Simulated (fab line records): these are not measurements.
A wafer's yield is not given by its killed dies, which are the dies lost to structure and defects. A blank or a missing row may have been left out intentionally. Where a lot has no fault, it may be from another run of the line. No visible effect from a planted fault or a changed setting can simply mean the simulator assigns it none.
Chamber matching	flow sfq-line	4 sister chambers for SFQ_TRILAYER_I4_VIA_BARC_OPEN_VIA_ETCH_146 on rie-diel-02
The step etches BARC in O2, target depth 125 nm, time 41.7 s. 8 wafers are shown with their chamber, then 7 later ones without.

## EACH WAFER AND ITS CHAMBER
wafer	chamber	rf-fwd-power-W (W)	oes-product-au (a.u.)
L961.1	0	491.2	0.681
L961.3	1	493.2	0.686
L962.2	2	495.4	0.686
L962.4	1	497.4	0.682
L962.6	3	494.7	0.688
L965.2	3	496.5	0.682
L965.4	0	492.9	0.684
L965.5	2	496.7	0.688

## WAFERS WHOSE CHAMBER IS MISSING
wafer	rf-fwd-power-W (W)	oes-product-au (a.u.)
L966.1	496.7	0.684
L966.2	496.9	0.689
L966.5	491.5	0.689
L975.1	490.6	0.683
L975.5	489.5	0.686
L978.2	496.8	0.677
L978.6	496.3	0.686

## WHICH CHAMBER EACH ONE RAN IN
wafer	from the rows above	in truth
L966.1	can't be placed: 3 or 1 or 2 or 0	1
L966.2	can't be placed: 2 or 3 or 1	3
L966.5	can't be placed: 0 or 2 or 3 or 1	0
L975.1	can't be placed: 0 or 1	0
L975.5	can't be placed: 0 or 1 or 3 or 2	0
L978.2	can't be placed: 1 or 3 or 0 or 2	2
L978.6	can't be placed: 2 or 3 or 1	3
0 of 7 placed correctly. Not placeable from these rows: 7 (in 7, the candidates include the true chamber). Wrongly placed: 0.
How it was worked out, from the rows above alone: a wafer's distance from a chamber is the root of the sum, over the readings, of the square of ((its reading less the chamber's mean) divided by the reading's scatter). The wafer belongs to the nearest chamber; if the next one is less than 2 further off, it can't be placed. Each chamber's mean is taken over the wafers shown for it. The scatter: the root of (the sum of the squares of (reading less its chamber's mean) over the shown wafers, divided by (wafers less chambers)).
